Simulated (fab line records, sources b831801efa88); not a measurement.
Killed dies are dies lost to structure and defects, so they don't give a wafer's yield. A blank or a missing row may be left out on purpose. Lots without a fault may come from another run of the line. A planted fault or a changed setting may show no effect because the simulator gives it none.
Split-lot experiment | flow sky130 | 5 lots, 23 wafers read, on a route of 708 steps

THE SPLIT
At SKY_VIA1_CVD_21 (deposits W, target thk 270 nm, time 80.902 s), the setting pressure_torr was moved away from the recipe's 40 Torr on 15 of the 23 wafers read, by +6.2% to +14.7%. The other wafers ran this setting at the recipe's value.

FROM THE SPLIT TO THE READING: what the file shows between them, 1 step
- SKY_VIA1_RS_MEAS_22: measures by four-point-probe

THE READING
VIA1_W_THK, in nm, at SKY_VIA1_THK_MEAS_23 (measures by xrf). Fault-free wafers of this fab line usually give 264 nm, standard deviation 4.4 nm.

wafer  | tool, chamber at the split | pressure_torr as run, Torr | against the recipe | VIA1_W_THK, nm | against lot-mates on the recipe
L074.1 | cvd_w-02, 0                | 40                         | recipe             | 259            | -
L074.2 | cvd_w-02, 1                | 40                         | recipe             | 262            | -
L074.4 | cvd_w-02, 1                | 40                         | recipe             | 263            | -
L074.5 | cvd_w-02, 1                | 40                         | recipe             | 264            | -
L074.6 | cvd_w-02, 0                | 40                         | recipe             | 260            | -
L076.1 | cvd_w-01, 1                | 45.45                      | +13.6%             | 286            | no lot-mate on the recipe
L076.2 | cvd_w-01, 0                | 45.45                      | +13.6%             | 285            | no lot-mate on the recipe
L076.3 | cvd_w-01, 1                | 45.45                      | +13.6%             | 287            | no lot-mate on the recipe
L076.4 | cvd_w-01, 0                | 45.45                      | +13.6%             | 283            | no lot-mate on the recipe
L076.5 | cvd_w-01, 0                | 45.45                      | +13.6%             | 283            | no lot-mate on the recipe
L083.1 | cvd_w-01, 1                | 45.89                      | +14.7%             | 289            | no lot-mate on the recipe
L083.2 | cvd_w-01, 0                | 45.89                      | +14.7%             | 285            | no lot-mate on the recipe
L083.3 | cvd_w-01, 1                | 45.89                      | +14.7%             | 288            | no lot-mate on the recipe
L083.4 | cvd_w-01, 0                | 45.89                      | +14.7%             | 286            | no lot-mate on the recipe
L083.6 | cvd_w-01, 1                | 45.89                      | +14.7%             | 286            | no lot-mate on the recipe
L080.1 | cvd_w-02, 0                | 40                         | recipe             | 261            | -
L080.2 | cvd_w-02, 1                | 40                         | recipe             | 259            | -
L080.3 | cvd_w-02, 0                | 40                         | recipe             | 262            | -
L085.1 | cvd_w-02, 0                | 42.5                       | +6.2%              | 274            | no lot-mate on the recipe
L085.2 | cvd_w-02, 1                | 42.5                       | +6.2%              | 275            | no lot-mate on the recipe
L085.3 | cvd_w-02, 0                | 42.5                       | +6.2%              | 276            | no lot-mate on the recipe
L085.4 | cvd_w-02, 1                | 42.5                       | +6.2%              | 272            | no lot-mate on the recipe
L085.5 | cvd_w-02, 1                | 42.5                       | +6.2%              | 274            | no lot-mate on the recipe

THE FIT
A straight line over all 23 wafers: VIA1_W_THK changes by +1.72 nm for each +1% of pressure_torr; r = +0.99; the points scatter about the line by 1.9 nm.
Too few moved wafers have a lot-mate on the recipe to fit a line with each lot's own level taken away.

THE WHOLE CHAIN: every reading that the file lists as answering this split, in the file's order
step                 | what it does                                 | reading                                                                  | change (the file's fit)              | r (the file's)
SKY_VIA1_CVD_21      | deposits W, target thk 270 nm, time 80.902 s | W_of_VIA1_CVD_21.thk_nm (the simulator's own value, which no gauge read) | +1.67 nm for each +1% of the setting | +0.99
SKY_VIA1_RS_MEAS_22  | measures by four-point-probe                 | VIA1_W_RS                                                                | -0.00248 for each +1% of the setting | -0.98
SKY_VIA1_THK_MEAS_23 | measures by xrf                              | VIA1_W_THK                                                               | +1.71 for each +1% of the setting    | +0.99

THE FILE'S OWN FIT
VIA1_W_THK changes by +1.71 nm for each +1% of pressure_torr, r = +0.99.
